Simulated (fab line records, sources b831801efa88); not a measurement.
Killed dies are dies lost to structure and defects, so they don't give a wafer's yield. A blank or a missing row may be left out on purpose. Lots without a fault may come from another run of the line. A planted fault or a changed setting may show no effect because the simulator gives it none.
A struck lot beside a sound one | flow sky130 | 15 steps out of a route of 708
Sound: wafers L116.1, L116.2, L116.3. Struck: wafers L108.3, L108.4, L108.6. The cause comes at the end.
At each step with rows: each side's tool, then ch and its chambers, then its first start. Under that, the readings that differ: sound wafers | struck wafers | difference of the means | sigmas: that difference in standard deviations of wafers without a fault.
alike: readings whose means differ by less than 2 such deviations, and words and numbers that are the same on both sides. not compared: withheld readings, readings that some wafer has no value for, bounds like >300 that may hide the same value, and numbers for which the record gives no deviation and whose values overlap.
The two part at a step that has a row with sigmas, a row that says differs or no value, or rows on one side only. Numbers that don't overlap but have no deviation are shown without sigmas and don't part them. A reading that every wafer of one side lacks parts them only if that side has two wafers or more.

first, 1 step without rows for these wafers: SKY_SONOS_TUNNEL_STRIP_11 (strips in SPM, time 600 s).
SKY_SONOS_TUNNEL_TW_MEAS_12:
  sound on film_metro-04, day 17 08:52; struck on film_metro-01, day 14 12:27
  alike: SONOS_TUNNEL_TW
then, 2 steps without rows for these wafers: SKY_SONOS_TUNNEL_CLEAN_13 (cleans in dHF, time 20 s); SKY_SONOS_ONO_OXIDATION_00 (stabilise 600 s, purge 300 s, target thk 2.6 nm).
SKY_SONOS_ONO_THK_MEAS_01:
  sound on film_metro-01, day 17 13:08; struck on film_metro-03, day 14 13:52
  alike: SONOS_ONO_OXIDATION_THK
then, 1 step without rows for these wafers: SKY_SONOS_ONO_CVD_02 (deposits Si3N4 from DCS/NH3, target thk 10.5 nm, time 180 s).
SKY_SONOS_ONO_THK_MEAS_03:
  sound on film_metro-03, day 17 16:52; struck on film_metro-01, day 14 18:36
  alike: SONOS_ONO_CVD_02_THK
then, 1 step without rows for these wafers: SKY_SONOS_ONO_CVD_04 (deposits SiO2 from SiH4/N2O, target thk 5.7199 nm).
SKY_SONOS_ONO_THK_MEAS_05:
  sound on film_metro-03, day 17 18:10; struck on film_metro-03, day 14 19:55
  reading                   | sound          | struck         | difference | sigmas
  SONOS_ONO_CVD_04_THK (nm) | 5.57 5.59 5.58 | 5.90 5.74 5.92 | +0.27      | +2
then, 3 steps without rows for these wafers: SKY_SONOS_ONO_DEHYDRATE_06 (time 60 s); SKY_SONOS_ONO_HMDS_07 (prime time 60 s); SKY_SONOS_ONO_COAT_08 (resist thk 1140 nm).
SKY_SONOS_ONO_SOFTBAKE_09: time 60 s.
  sound on litho_track-02 ch 0, day 18 08:22; struck on litho_track-03 ch 0, day 15 09:17
  reading                  | sound             | struck            | difference | sigmas
  heater_power_total_W (W) | 56.58 56.50 56.62 | 58.33 58.29 58.33 | +1.75      | +39
  run_length_s (s)         | 88.85 88.84 88.99 | 83.89 83.85 84.04 | -4.97      | -26
  alike: exhaust_pa
then, 2 steps without rows for these wafers: SKY_SONOS_ONO_EXPOSE_10 (exposes mask ONOM, target cd 410 nm); SKY_PAD_OPEN_PROBE_99.

WHERE THEY PART
First at SKY_SONOS_ONO_THK_MEAS_05; last, within this record, at SKY_SONOS_ONO_SOFTBAKE_09.

WHY: what the simulator had put in
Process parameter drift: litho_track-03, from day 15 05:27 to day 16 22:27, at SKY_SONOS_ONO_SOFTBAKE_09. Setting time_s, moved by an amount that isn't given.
